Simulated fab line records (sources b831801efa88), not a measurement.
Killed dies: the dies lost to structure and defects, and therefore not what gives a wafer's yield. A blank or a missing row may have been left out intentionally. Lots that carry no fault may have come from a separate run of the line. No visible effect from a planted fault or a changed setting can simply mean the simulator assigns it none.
The same fault as seen by 2 desks -- flow sky130 -- numbers are kept per desk, each desk with only its own; the story behind them comes last

== THE TOOL OWNER'S DESK: implanter-03 ==
For each lot that ran on this tool, the mean over its sampled wafers that have a number, from the tool's own readings at SKY_SONOS_TUNNEL_IMPLANT_09. If a lot's mean is further than 4 standard deviations from the usual mean, the lot is out of limits and carries the mark OUT (the distance appears in the brackets).
Columns: A = beam_energy_keV at SKY_SONOS_TUNNEL_IMPLANT_09, usual 20.000
lot,first seen here,A
L822,day 11 10:10,19.994
L829,day 13 14:40,19.999
L838,day 16 17:41,20.002
This desk found nothing out of limits on any of the 3 lots.

== FROM THE METROLOGY DESK ==
What the gauges read, lot by lot, whatever tool the lot ran on: means of the sampled wafers that have a number. If a lot's mean is further than 4 standard deviations from the usual mean, the lot is out of limits and carries the mark OUT (the distance appears in the brackets). It has 10 readings; the 7 that lie furthest out on some lot are the ones shown.
Columns: A = VT_ADJUST_PCH_TW at SKY_VT_ADJUST_PCH_TW_MEAS_10, usual 142.8; B = cd_nm at SKY_SONOS_TUNNEL_CD_MEAS_07, usual 410.1 nm; C = SONOS_TUNNEL_OVL at SKY_SONOS_TUNNEL_OVL_MEAS_08, usual -0.8 nm; D = SONOS_TUNNEL_TW at SKY_SONOS_TUNNEL_TW_MEAS_12, usual 197.7; E = SONOS_ONO_CVD_02_THK at SKY_SONOS_ONO_THK_MEAS_03, usual 10.44 nm; F = SONOS_ONO_CVD_04_THK at SKY_SONOS_ONO_THK_MEAS_05, usual 5.74 nm; G = GATE_OXIDE_OXIDATION_00_THK at SKY_GATE_OXIDE_THK_MEAS_02, usual 10.18 nm
lot,first seen here,A,B,C,D,E,F,G
L822,day 10 10:49,142.7,411.5,-1.2,197.4,10.27,5.80,10.23
L827,day 12 01:01,141.9,412.3,1.4,198.3,10.39,5.93,10.13
L829,day 12 13:25,143.1,413.3,0.5,198.0,10.38,5.81,9.81
L838,day 15 13:22,143.4,409.0,-0.3,194.8,10.66,5.78,10.15
L844,day 17 19:21,143.8,408.5,-2.4,198.3,10.39,5.71,9.91
This desk found nothing out of limits on any of the 5 lots.

== TAKEN TOGETHER ==
Nothing out of limits was seen by the tool owner's desk.
From the metrology desk's view, nothing was out of limits.

== WHAT THE SIMULATOR PUT IN ==
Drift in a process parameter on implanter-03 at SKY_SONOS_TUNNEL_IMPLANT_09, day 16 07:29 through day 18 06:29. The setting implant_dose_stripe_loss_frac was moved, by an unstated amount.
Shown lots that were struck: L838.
